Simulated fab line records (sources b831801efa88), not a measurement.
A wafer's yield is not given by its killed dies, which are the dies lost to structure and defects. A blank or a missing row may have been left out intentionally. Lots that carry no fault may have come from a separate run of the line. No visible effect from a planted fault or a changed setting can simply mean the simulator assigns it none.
Chamber matching || flow sky130 || 4 sister chambers for SKY_VIA2_CMP_24 on cmp-02
The step polishes, stops on SiO2, t overpolish 20 s, target thk 0 nm. 8 wafers are shown with their chamber, then 7 later ones without.

== WAFERS WITH THEIR CHAMBER ==
{"wafer": "L281.1", "chamber": 0, "motor_current_A (A)": 11.8}
{"wafer": "L286.2", "chamber": 0, "motor_current_A (A)": 12.7}
{"wafer": "L286.4", "chamber": 2, "motor_current_A (A)": 10.3}
{"wafer": "L286.6", "chamber": 2, "motor_current_A (A)": 10.9}
{"wafer": "L287.3", "chamber": 1, "motor_current_A (A)": 10.1}
{"wafer": "L287.5", "chamber": 3, "motor_current_A (A)": 11.7}
{"wafer": "L289.2", "chamber": 1, "motor_current_A (A)": 10.8}
{"wafer": "L289.4", "chamber": 3, "motor_current_A (A)": 12.3}

== WAFERS MISSING THEIR CHAMBER ==
{"wafer": "L289.5", "motor_current_A (A)": 12.5}
{"wafer": "L290.4", "motor_current_A (A)": 11.9}
{"wafer": "L290.5", "motor_current_A (A)": 10.7}
{"wafer": "L290.6", "motor_current_A (A)": 11.1}
{"wafer": "L295.3", "motor_current_A (A)": 10.3}
{"wafer": "L295.4", "motor_current_A (A)": 11.2}
{"wafer": "L295.5", "motor_current_A (A)": 12.5}

== WHICH CHAMBER EACH ONE RAN IN ==
{"wafer": "L289.5", "from the rows above": "can't be placed: 0 or 3", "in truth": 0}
{"wafer": "L290.4", "from the rows above": "can't be placed: 3 or 0", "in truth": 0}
{"wafer": "L290.5", "from the rows above": "can't be placed: 2 or 1", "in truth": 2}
{"wafer": "L290.6", "from the rows above": "can't be placed: 2 or 1 or 3 or 0", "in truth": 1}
{"wafer": "L295.3", "from the rows above": "can't be placed: 1 or 2", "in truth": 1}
{"wafer": "L295.4", "from the rows above": "can't be placed: 2 or 1 or 3 or 0", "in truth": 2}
{"wafer": "L295.5", "from the rows above": "can't be placed: 0 or 3", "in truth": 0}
0 of 7 placed correctly. These rows do not allow placing 7 (true chamber among the candidates in 7). Placed wrongly: 0.
How it was worked out, from the rows above alone: a wafer's distance from a chamber is the root of the sum, over the readings, of the square of ((its reading less the chamber's mean) divided by the reading's scatter). If the next closest chamber is less than 2 further off than the closest, the wafer can't be placed; otherwise it belongs to the closest. For every chamber, the mean is computed from those of its wafers that are shown. The scatter: the root of (the sum of the squares of (reading less its chamber's mean) over the shown wafers, divided by (wafers less chambers)).
